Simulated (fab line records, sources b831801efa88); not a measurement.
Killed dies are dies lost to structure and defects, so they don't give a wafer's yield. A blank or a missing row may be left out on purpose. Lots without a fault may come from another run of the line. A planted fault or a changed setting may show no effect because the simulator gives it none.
Which tool did it? | flow sky130 | 11 lots, 33 wafers sampled, at 1 step of a route of 708

WHAT THE GAUGES READ, wafer by wafer
SKY_LI_CONTACT_CD_MEAS_12: target cd 170 nm.
lot  | measured     | on        | cd_nm (nm)
L592 | day 29 08:30 | cd_sem-02 | 170.0 172.3 171.7
L591 | day 29 09:26 | cd_sem-02 | 170.4 171.8 170.7
L595 | day 31 11:28 | cd_sem-02 | 167.4 167.9 166.9
L596 | day 31 11:38 | cd_sem-01 | 167.9 169.0 168.2
L603 | day 33 08:00 | cd_sem-02 | 171.0 171.2 171.4
L604 | day 33 18:50 | cd_sem-02 | 166.4 166.2 167.0
L605 | day 33 22:11 | cd_sem-02 | 167.3 169.4 167.8
L606 | day 34 04:29 | cd_sem-01 | 171.1 171.3 169.6
L609 | day 34 19:09 | cd_sem-02 | 173.5 174.0 173.3
L611 | day 35 19:35 | cd_sem-02 | 170.6 169.2 170.3
L610 | day 35 21:05 | cd_sem-02 | 168.3 167.6 169.4

WHICH TOOL RAN EACH LOT (tool, then ch and the chambers of the sampled wafers, then the start)
The record holds no process step before these readings.

WHAT THE TOOLS THEMSELVES READ (means of the sampled wafers that have a number; where no wafer has one, the mark that the record gives instead)
The record holds no such reading with a usual standard deviation.

THE ANSWER, worked out from the rows above alone
Rule: what is usual is taken from the lots themselves. Put in order of their means at a reading, lots are off if they are a third of the lots or fewer, leave a main group of 4 or more, and stand apart from it by a gap of 3 or more times the standard deviation of the main group's means; of several such gaps the widest counts. A main group whose means are all the same, to the digits that the tables above print for the reading, isn't used. A lot without any number at a reading at which 4 lots or more have one is off too. The other lots that the step has rows for count as sound. The gauges are gone through in route order, then the tools' own readings, and for those a lot's mean is taken as printed above. The first step at which some lot is off is used, and at that step the reading that is off furthest; a lot without a number counts as furthest.
No lot is off at any reading shown: from this, nothing can be told.

WHAT THE SIMULATOR HAD PUT IN
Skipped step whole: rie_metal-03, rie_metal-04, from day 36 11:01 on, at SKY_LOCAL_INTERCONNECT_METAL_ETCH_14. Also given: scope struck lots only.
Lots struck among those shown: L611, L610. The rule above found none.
